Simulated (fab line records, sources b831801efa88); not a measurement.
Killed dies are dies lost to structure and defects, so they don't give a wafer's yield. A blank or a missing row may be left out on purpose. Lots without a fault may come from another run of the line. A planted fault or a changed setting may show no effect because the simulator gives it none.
Chamber matching | flow gf180mcu | GF_V4_CMP_04 on cmp-02: 4 sister chambers
The step polishes SiO2. 4 wafers are shown with their chamber, then 7 later ones without.

WAFERS WITH THEIR CHAMBER
wafer  | chamber | motor_current_A (A)
L543.2 | 3       | 13.9
L545.5 | 0       | 13.3
L546.2 | 1       | 11.3
L546.4 | 2       | 11.9

WAFERS WITHOUT THEIR CHAMBER
wafer  | motor_current_A (A)
L546.5 | 11.6
L547.1 | 12.7
L547.2 | 11.2
L547.6 | 11.1
L552.1 | 11.9
L552.2 | 11.5
L552.6 | 14.1

WHICH CHAMBER EACH WENT THROUGH
wafer  | from the rows above     | in truth
L546.5 | can't be placed: 1 or 2 | 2
L547.1 | can't be placed: 0 or 2 | 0
L547.2 | 1                       | 1
L547.6 | 1                       | 1
L552.1 | 2                       | 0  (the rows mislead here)
L552.2 | can't be placed: 1 or 2 | 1
L552.6 | 3                       | 3
Placed correctly: 3 of 7. Can't be placed from these rows: 3 (the true chamber is among the candidates in 3). Placed wrongly: 1.
How it was worked out, from the rows above alone: a wafer's distance from a chamber is the root of the sum, over the readings, of the square of ((its reading less the chamber's mean) divided by the reading's scatter). The wafer belongs to the nearest chamber; if the next one is less than 2 further off, it can't be placed. A chamber's mean is the mean of its shown wafers. The scatter: with one shown wafer a chamber, the root of the mean of the squares of how far each hidden wafer lies from its nearest shown one.
